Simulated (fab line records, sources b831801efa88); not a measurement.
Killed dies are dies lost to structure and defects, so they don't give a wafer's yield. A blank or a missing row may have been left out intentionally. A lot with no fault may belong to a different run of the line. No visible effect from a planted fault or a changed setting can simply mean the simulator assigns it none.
Which tool did it? | flow gf180mcu | 39 wafers from 13 lots sampled at 5 of the route's 602 steps

== WHAT THE GAUGES SHOWED, per wafer ==
GF_HV_LDD_CD_MEAS_46: the cd target is 400 nm. Usual: 400.5 nm for cd_nm, sd 2.6.
lot  | measured     | on        | cd_nm (nm)        | flag
L505 | day 12 13:35 | cd_sem-01 | 404.4 402.3 406.0 |
L509 | day 13 19:47 | cd_sem-02 | 401.9 401.0 402.0 |
L510 | day 14 02:42 | cd_sem-02 | 399.1 399.0 397.9 |
L512 | day 15 03:11 | cd_sem-02 | 402.2 400.0 403.1 |
L513 | day 15 06:35 | cd_sem-02 | 397.1 397.4 399.2 |
L516 | day 16 03:28 | cd_sem-02 | 397.6 398.9 397.9 |
L517 | day 16 08:14 | cd_sem-01 | 398.5 398.7 399.8 |
L519 | day 17 02:17 | cd_sem-02 | 403.2 404.9 404.5 |
L520 | day 17 07:41 | cd_sem-01 | 400.2 399.5 400.8 |
L521 | day 17 18:37 | cd_sem-02 | 401.2 401.9 398.7 |
L522 | day 18 02:59 | cd_sem-01 | 402.3 400.3 400.3 |
L523 | day 18 11:50 | cd_sem-01 | 402.8 402.7 403.2 |
L524 | day 18 17:52 | cd_sem-01 | 400.1 400.1 400.1 |

GF_HV_LDD_THK_MEAS_57. Usual: for HV_LDD_CVD_56_THK the level is 89.8 nm and the standard deviation is 1.
lot  | measured     | on            | HV_LDD_CVD_56_THK (nm) | flag
L505 | day 12 17:18 | film_metro-04 | 87.2 88.7 87.6         |
L509 | day 13 23:04 | film_metro-04 | 89.1 89.0 88.8         |
L510 | day 14 05:54 | film_metro-04 | 88.1 87.8 87.2         |
L512 | day 15 07:07 | film_metro-03 | 90.1 90.1 89.8         |
L513 | day 15 11:01 | film_metro-03 | 89.5 89.8 89.7         |
L516 | day 16 06:40 | film_metro-02 | 89.4 89.2 89.6         |
L517 | day 16 11:27 | film_metro-04 | 89.9 89.3 90.3         |
L519 | day 17 05:30 | film_metro-04 | 91.2 90.8 90.5         |
L520 | day 17 11:02 | film_metro-03 | 90.0 89.1 89.8         |
L521 | day 17 22:05 | film_metro-02 | 89.3 89.2 89.7         |
L522 | day 18 07:01 | film_metro-03 | 90.5 90.4 90.2         |
L523 | day 18 15:07 | film_metro-03 | 90.3 90.4 90.3         |
L524 | day 18 21:08 | film_metro-03 | 90.0 90.1 90.0         |

GF_PSD_RS_MEAS_14: uses a four-point probe to measure. Usual: for NSD_RS the level is 46.18 ohm/sq and the standard deviation is 0.082.
lot  | measured     | on            | NSD_RS (ohm/sq)   | flag
L505 | day 14 10:24 | film_metro-01 | 46.27 46.16 46.14 |
L509 | day 15 18:32 | film_metro-03 | 46.26 46.25 46.23 |
L510 | day 16 02:01 | film_metro-02 | 46.13 46.07 46.30 |
L512 | day 17 04:20 | film_metro-03 | 46.11 46.14 46.02 |
L513 | day 17 08:46 | film_metro-01 | 46.12 46.11 46.22 |
L516 | day 18 05:16 | film_metro-01 | 46.25 46.36 46.17 |
L517 | day 18 10:47 | film_metro-02 | 46.11 46.21 46.14 |
L519 | day 19 06:01 | film_metro-02 | 46.24 46.31 46.22 |
L520 | day 19 11:50 | film_metro-01 | 45.99 46.02 46.05 |
L521 | day 19 22:31 | film_metro-03 | 46.19 46.13 46.23 |
L522 | day 20 08:28 | film_metro-03 | 46.15 46.10 46.23 |
L523 | day 20 16:46 | film_metro-01 | 45.94 46.10 46.22 |
L524 | day 20 22:38 | film_metro-02 | 46.08 46.08 46.08 |

== TOOL THAT RAN EACH LOT (tool first, then ch and the chambers of the sampled wafers, then the start) ==
lot  | GF_HV_LDD_COAT_14                 | GF_HV_LDD_STRIP_22
L505 | litho_track-02 ch 0, day 10 13:37 | plasma_asher-03 ch 0,1, day 10 23:02
L509 | litho_track-03 ch 0, day 11 18:01 | plasma_asher-04 ch 0,1, day 12 03:42
L510 | litho_track-03 ch 0, day 12 00:16 | plasma_asher-04 ch 0,1, day 12 10:38
L512 | litho_track-01 ch 0, day 12 21:47 | plasma_asher-02 ch 0,1, day 13 08:49
L513 | litho_track-03 ch 0, day 13 02:01 | plasma_asher-02 ch 0,1, day 13 12:24
L516 | litho_track-01 ch 0, day 13 19:43 | plasma_asher-02 ch 0,1, day 14 07:17
L517 | litho_track-03 ch 0, day 14 01:43 | plasma_asher-04 ch 0,1, day 14 12:30
L519 | litho_track-03 ch 0, day 14 17:43 | plasma_asher-02 ch 0,1, day 15 05:22
L520 | litho_track-03 ch 0, day 14 23:07 | plasma_asher-04 ch 0,1, day 15 10:15
L521 | litho_track-02 ch 0, day 15 10:22 | plasma_asher-03 ch 0,1, day 15 21:31
L522 | litho_track-03 ch 0, day 15 16:47 | plasma_asher-03 ch 0, day 16 04:32
L523 | litho_track-03 ch 0, day 16 00:40 | plasma_asher-03 ch 0,1, day 16 12:19
L524 | litho_track-03 ch 0, day 16 06:46 | plasma_asher-02 ch 0, day 16 18:23
- GF_HV_LDD_COAT_14: resist thk 1000 nm.
- GF_HV_LDD_STRIP_22: strips in O2/N2.

== WHAT THE TOOLS THEMSELVES READ (means of the sampled wafers that have a number; where no wafer has one, the mark that the record gives instead) ==
GF_HV_LDD_COAT_14. Usual: 3000.1 rpm for spin_speed_rpm, sd 1.9.
lot  | tool           | spin_speed_rpm (rpm) | flag
L505 | litho_track-02 | 2999.9               |
L509 | litho_track-03 | 2999.9               |
L510 | litho_track-03 | 2999.0               |
L512 | litho_track-01 | 2999.6               |
L513 | litho_track-03 | 2998.4               |
L516 | litho_track-01 | 3002.5               |
L517 | litho_track-03 | 2999.3               |
L519 | litho_track-03 | 2997.5               |
L520 | litho_track-03 | 2849.0               | OFF
L521 | litho_track-02 | 3000.7               |
L522 | litho_track-03 | 2847.8               | OFF
L523 | litho_track-03 | 2848.4               | OFF
L524 | litho_track-03 | 2849.6               | OFF

GF_HV_LDD_STRIP_22. Usual: chamber_pressure_mTorr 1500.1 mTorr, standard deviation 1.4; drypump_motor_current_A 5.5 A, standard deviation 0.57; heater_power_w 318 W, standard deviation 30; o2_flow_sccm 3001 sccm, standard deviation 9.1; oes_product_au 0.716 a.u., standard deviation 0.0044; strip_time_to_endpoint_s 12.63 s, standard deviation 0.037.
lot  | tool            | chamber_pressure_mTorr (mTorr) | drypump_motor_current_A (A) | heater_power_w (W) | o2_flow_sccm (sccm) | oes_product_au (a.u.) | strip_time_to_endpoint_s (s) | flag
L505 | plasma_asher-03 | 1501.3                         | 5.7                         | 339                | 3005                | 0.717                 | 12.64                        |
L509 | plasma_asher-04 | 1499.5                         | 5.8                         | 296                | 3006                | 0.721                 | 12.62                        |
L510 | plasma_asher-04 | 1501.2                         | 6.1                         | 316                | 2999                | 0.718                 | 12.62                        |
L512 | plasma_asher-02 | 1500.6                         | 5.2                         | 323                | 3005                | 0.716                 | 12.66                        |
L513 | plasma_asher-02 | 1499.4                         | 5.2                         | 320                | 3001                | 0.718                 | 12.60                        |
L516 | plasma_asher-02 | 1499.5                         | 5.2                         | 315                | 3011                | 0.714                 | 12.64                        |
L517 | plasma_asher-04 | 1500.9                         | 6.1                         | 317                | 3004                | 0.715                 | 12.60                        |
L519 | plasma_asher-02 | 1499.6                         | 5.2                         | 314                | 2992                | 0.717                 | 12.59                        |
L520 | plasma_asher-04 | 1499.5                         | 5.8                         | 300                | 3006                | 0.715                 | 12.88                        | OFF
L521 | plasma_asher-03 | 1499.7                         | 5.5                         | 377                | 2989                | 0.716                 | 12.68                        |
L522 | plasma_asher-03 | 1499.2                         | 5.2                         | 396                | 3004                | 0.711                 | 12.81                        | OFF
L523 | plasma_asher-03 | 1499.5                         | 5.4                         | 372                | 3002                | 0.715                 | 12.81                        | OFF
L524 | plasma_asher-02 | 1499.7                         | 4.9                         | 323                | 2988                | 0.716                 | 12.84                        | OFF

== THE ANSWER, worked out from the rows above alone ==
Rule: lot off if the mean of its wafers having a number is beyond 3 standard deviations from the usual mean. A lot without any number at a reading at which 4 lots or more have one is off too. Any other lot the step has rows for is counted as sound. Order of review: gauges by route order, followed by the tools' own readings, for which a lot's mean as printed above is used. At the first step where some lot is off, the reading lying furthest off is the one used; lots without a number count as furthest.
Off: L520, L522, L523, L524 (GF_HV_LDD_COAT_14, spin_speed_rpm).
If a tool, at that step or one of the process steps before it, ran each lot that is off and ran no sound lot following the first of them, it fits. One fits: GF_HV_LDD_COAT_14 on litho_track-03. A fault onset in the window from L519 (day 14 17:43, its last sound lot) to L520 (day 14 23:07, its first lot off) fits.
The tool's own readings at GF_HV_LDD_COAT_14 bear it out: on the lots that are off they differ by more than 5 times the standard deviation of the sound lots' means. spin_speed_rpm reads 2848.7 rpm there against 2999.6 rpm on the sound lots.

== WHAT THE SIMULATOR HAD PUT IN ==
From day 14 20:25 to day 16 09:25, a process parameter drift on litho_track-03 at GF_HV_LDD_COAT_14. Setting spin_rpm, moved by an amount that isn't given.
Shown lots that were struck: L520, L522, L523, L524. The rule above found the same.
